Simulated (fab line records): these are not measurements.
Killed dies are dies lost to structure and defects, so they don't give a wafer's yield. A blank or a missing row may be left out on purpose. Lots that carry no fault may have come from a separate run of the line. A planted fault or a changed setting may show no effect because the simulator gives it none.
Chamber matching -- flow gf180mcu -- GF_V2_CMP_26 on cmp-01 has 4 sister chambers
The step polishes, stops on SiO2, t overpolish 15 s, target thk 0 nm. 7 wafers are shown with their chamber, then 7 later ones without.

EACH WAFER AND ITS CHAMBER
wafer,chamber,motor-current-A (A),time-to-endpoint-s (s)
L532.2,3,11.7,82
L535.3,1,10.2,81
L535.5,1,10.5,83
L538.3,2,11.5,87
L538.6,0,11.9,89
L543.3,2,10.8,89
L543.5,0,10.6,85

WAFERS MISSING THEIR CHAMBER
wafer,motor-current-A (A),time-to-endpoint-s (s)
L543.6,11.3,82
L550.1,10.5,82
L550.3,11.2,89
L550.5,11.6,85
L552.1,11.0,85
L552.3,10.5,85
L552.5,11.0,89

THE CHAMBER EACH PASSED THROUGH
wafer,from the rows above,in truth
L543.6,can't be placed: 3 or 1 or 0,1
L550.1,can't be placed: 1 or 3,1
L550.3,can't be placed: 2 or 0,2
L550.5,can't be placed: 0 or 3 or 2 or 1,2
L552.1,can't be placed: 0 or 2 or 1 or 3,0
L552.3,can't be placed: 1 or 0 or 2 or 3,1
L552.5,can't be placed: 2 or 0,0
Correct placement for 0 of the 7. These rows do not allow placing 7 (true chamber among the candidates in 7). Number placed wrongly: 0.
How it was worked out, from the rows above alone: a wafer's distance from a chamber is the root of the sum, over the readings, of the square of ((its reading less the chamber's mean) divided by the reading's scatter). If the next closest chamber is less than 2 further off than the closest, the wafer can't be placed; otherwise it belongs to the closest. Each chamber's mean is taken over the wafers shown for it. The scatter is the square root of a quotient: the sum, over the shown wafers, of each reading's squared deviation from its chamber's mean, divided by wafers minus chambers.
